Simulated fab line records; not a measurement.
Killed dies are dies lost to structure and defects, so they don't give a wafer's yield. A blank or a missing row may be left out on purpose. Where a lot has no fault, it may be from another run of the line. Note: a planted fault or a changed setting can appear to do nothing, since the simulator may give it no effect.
Which of the tools did it? || flow sky130 || 14 lots with 42 wafers sampled at 3 steps, on a route of 708 steps

== WHAT THE GAUGES READ, wafer by wafer ==
SKY_METAL2_CD_MEAS_15: target cd 140 nm.
{"lot": "L588", "measured": "day 34 20:43", "on": "cdSem-02", "cdNm (nm)": "137.0 139.0 136.8"}
{"lot": "L589", "measured": "day 35 16:58", "on": "cdSem-02", "cdNm (nm)": "139.2 141.2 139.9"}
{"lot": "L590", "measured": "day 35 21:50", "on": "cdSem-01", "cdNm (nm)": "140.5 141.2 141.3"}
{"lot": "L591", "measured": "day 36 01:15", "on": "cdSem-02", "cdNm (nm)": "138.6 140.0 140.0"}
{"lot": "L593", "measured": "day 36 12:47", "on": "cdSem-02", "cdNm (nm)": "138.4 137.0 136.7"}
{"lot": "L594", "measured": "day 37 15:14", "on": "cdSem-01", "cdNm (nm)": "138.1 138.2 139.3"}
{"lot": "L595", "measured": "day 37 18:01", "on": "cdSem-02", "cdNm (nm)": "138.4 141.5 139.1"}
{"lot": "L597", "measured": "day 38 12:59", "on": "cdSem-02", "cdNm (nm)": "143.3 142.9 141.2"}
{"lot": "L599", "measured": "day 39 03:32", "on": "cdSem-01", "cdNm (nm)": "136.9 137.8 138.4"}
{"lot": "L601", "measured": "day 39 12:04", "on": "cdSem-02", "cdNm (nm)": "142.0 141.4 138.9"}
{"lot": "L605", "measured": "day 40 12:13", "on": "cdSem-02", "cdNm (nm)": "156.0 155.2 155.4"}
{"lot": "L606", "measured": "day 40 15:44", "on": "cdSem-02", "cdNm (nm)": "154.3 153.8 154.4"}
{"lot": "L607", "measured": "day 40 19:01", "on": "cdSem-01", "cdNm (nm)": "138.5 138.8 138.1"}
{"lot": "L608", "measured": "day 40 23:51", "on": "cdSem-02", "cdNm (nm)": "138.7 139.3 138.0"}

== EACH LOT AND THE TOOL THAT RAN IT (in order: tool; ch and the chambers of the sampled wafers; start) ==
{"lot": "L588", "SKY_METAL2_SPUTTER_04": "pvdSputter-03, day 33 19:44", "SKY_METAL2_EXPOSE_12": "krfScanner-02 ch 0, day 34 08:59"}
{"lot": "L589", "SKY_METAL2_SPUTTER_04": "pvdSputter-04, day 34 15:52", "SKY_METAL2_EXPOSE_12": "krfScanner-02 ch 0, day 35 03:07"}
{"lot": "L590", "SKY_METAL2_SPUTTER_04": "pvdSputter-02, day 34 19:46", "SKY_METAL2_EXPOSE_12": "krfScanner-01 ch 0, day 35 07:50"}
{"lot": "L591", "SKY_METAL2_SPUTTER_04": "pvdSputter-02, day 34 23:53", "SKY_METAL2_EXPOSE_12": "krfScanner-02 ch 0, day 35 11:57"}
{"lot": "L593", "SKY_METAL2_SPUTTER_04": "pvdSputter-02, day 35 10:58", "SKY_METAL2_EXPOSE_12": "krfScanner-02 ch 0, day 36 00:59"}
{"lot": "L594", "SKY_METAL2_SPUTTER_04": "pvdSputter-04, day 36 12:25", "SKY_METAL2_EXPOSE_12": "krfScanner-01 ch 0, day 37 03:16"}
{"lot": "L595", "SKY_METAL2_SPUTTER_04": "pvdSputter-02, day 36 16:31", "SKY_METAL2_EXPOSE_12": "krfScanner-01 ch 0, day 37 05:56"}
{"lot": "L597", "SKY_METAL2_SPUTTER_04": "pvdSputter-03, day 37 11:24", "SKY_METAL2_EXPOSE_12": "krfScanner-02 ch 0, day 38 01:27"}
{"lot": "L599", "SKY_METAL2_SPUTTER_04": "pvdSputter-02, day 38 02:31", "SKY_METAL2_EXPOSE_12": "krfScanner-01 ch 0, day 38 14:40"}
{"lot": "L601", "SKY_METAL2_SPUTTER_04": "pvdSputter-03, day 38 11:40", "SKY_METAL2_EXPOSE_12": "krfScanner-02 ch 0, day 39 00:43"}
{"lot": "L605", "SKY_METAL2_SPUTTER_04": "pvdSputter-03, day 39 11:49", "SKY_METAL2_EXPOSE_12": "krfScanner-01 ch 0, day 40 00:14"}
{"lot": "L606", "SKY_METAL2_SPUTTER_04": "pvdSputter-04, day 39 15:16", "SKY_METAL2_EXPOSE_12": "krfScanner-01 ch 0, day 40 04:52"}
{"lot": "L607", "SKY_METAL2_SPUTTER_04": "pvdSputter-02, day 39 18:44", "SKY_METAL2_EXPOSE_12": "krfScanner-02 ch 0, day 40 08:16"}
{"lot": "L608", "SKY_METAL2_SPUTTER_04": "pvdSputter-03, day 39 23:43", "SKY_METAL2_EXPOSE_12": "krfScanner-02 ch 0, day 40 12:36"}
- SKY_METAL2_SPUTTER_04: material TiN, target thk 70 nm, time 58.3 s.
- SKY_METAL2_EXPOSE_12: exposes mask MM2, target cd 140 nm.

== WHAT THE TOOLS THEMSELVES READ (means of the sampled wafers that have a number; where no wafer has one, the mark that the record gives instead) ==
SKY_METAL2_SPUTTER_04.
{"lot": "L588", "tool": "pvdSputter-03", "throttleValvePct (%)": 29.2}
{"lot": "L589", "tool": "pvdSputter-04", "throttleValvePct (%)": 29.7}
{"lot": "L590", "tool": "pvdSputter-02", "throttleValvePct (%)": 30.2}
{"lot": "L591", "tool": "pvdSputter-02", "throttleValvePct (%)": 30.5}
{"lot": "L593", "tool": "pvdSputter-02", "throttleValvePct (%)": 30.1}
{"lot": "L594", "tool": "pvdSputter-04", "throttleValvePct (%)": 29.6}
{"lot": "L595", "tool": "pvdSputter-02", "throttleValvePct (%)": 29.6}
{"lot": "L597", "tool": "pvdSputter-03", "throttleValvePct (%)": 28.6}
{"lot": "L599", "tool": "pvdSputter-02", "throttleValvePct (%)": 29.9}
{"lot": "L601", "tool": "pvdSputter-03", "throttleValvePct (%)": 30.1}
{"lot": "L605", "tool": "pvdSputter-03", "throttleValvePct (%)": 29.5}
{"lot": "L606", "tool": "pvdSputter-04", "throttleValvePct (%)": 28.7}
{"lot": "L607", "tool": "pvdSputter-02", "throttleValvePct (%)": 30.2}
{"lot": "L608", "tool": "pvdSputter-03", "throttleValvePct (%)": 29.8}

SKY_METAL2_EXPOSE_12.
{"lot": "L588", "tool": "krfScanner-02", "exposureDoseMJCm2": 27.95}
{"lot": "L589", "tool": "krfScanner-02", "exposureDoseMJCm2": 28.01}
{"lot": "L590", "tool": "krfScanner-01", "exposureDoseMJCm2": 28.04}
{"lot": "L591", "tool": "krfScanner-02", "exposureDoseMJCm2": 27.98}
{"lot": "L593", "tool": "krfScanner-02", "exposureDoseMJCm2": 27.98}
{"lot": "L594", "tool": "krfScanner-01", "exposureDoseMJCm2": 28.09}
{"lot": "L595", "tool": "krfScanner-01", "exposureDoseMJCm2": 28.04}
{"lot": "L597", "tool": "krfScanner-02", "exposureDoseMJCm2": 28.01}
{"lot": "L599", "tool": "krfScanner-01", "exposureDoseMJCm2": 28.04}
{"lot": "L601", "tool": "krfScanner-02", "exposureDoseMJCm2": 28.04}
{"lot": "L605", "tool": "krfScanner-01", "exposureDoseMJCm2": 25.91}
{"lot": "L606", "tool": "krfScanner-01", "exposureDoseMJCm2": 25.95}
{"lot": "L607", "tool": "krfScanner-02", "exposureDoseMJCm2": 28.02}
{"lot": "L608", "tool": "krfScanner-02", "exposureDoseMJCm2": 28.03}

== THE ANSWER, worked out from the rows above alone ==
Rule: the lots themselves supply what counts as usual. The widest of any qualifying gaps counts: lots, ordered by their means at a reading, are off when they make up no more than a third of the lots, leave a main group of 4 or more, and stand apart from it by 3 or more times the standard deviation of that group's means. A main group whose means are all the same, to the digits that the tables above print for the reading, isn't used. A lot without any number at a reading at which 4 lots or more have one is off too. The other lots that the step has rows for count as sound. After the gauges, taken in route order, come the tools' own readings; for these a lot's mean is taken, as printed above. At the first step where some lot is off, the reading lying furthest off is the one used; lots without a number count as furthest.
Off: L605, L606 (SKY_METAL2_CD_MEAS_15, cdNm). The main group: mean 139.3 nm, standard deviation 1.5.
A tool fits if, at a process step before that reading, it ran every lot that is off, and no sound lot after the first of them. Not tried: the gauges at SKY_METAL2_CD_MEAS_15; whatever is off there is also off at SKY_METAL2_EXPOSE_12, on other tools, and gauge error can't account for it. One candidate fits, namely krfScanner-01 at SKY_METAL2_EXPOSE_12. Its last sound lot is L599 (day 38 14:40), its first lot that is off L605 (day 40 00:14): a fault that began between those two fits.
The tool's own readings at SKY_METAL2_EXPOSE_12 bear it out: on the lots that are off they differ by more than 5 times the standard deviation of the sound lots' means. exposureDoseMJCm2 reads 25.93 there against 28.02 on the sound lots.

== WHAT THE SIMULATOR HAD PUT IN ==
Process parameter drift: krfScanner-01, from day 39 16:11 on, at SKY_METAL2_EXPOSE_12. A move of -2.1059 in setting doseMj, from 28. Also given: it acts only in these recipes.
Shown lots that were struck: L605, L606. The rule above reached the same finding.
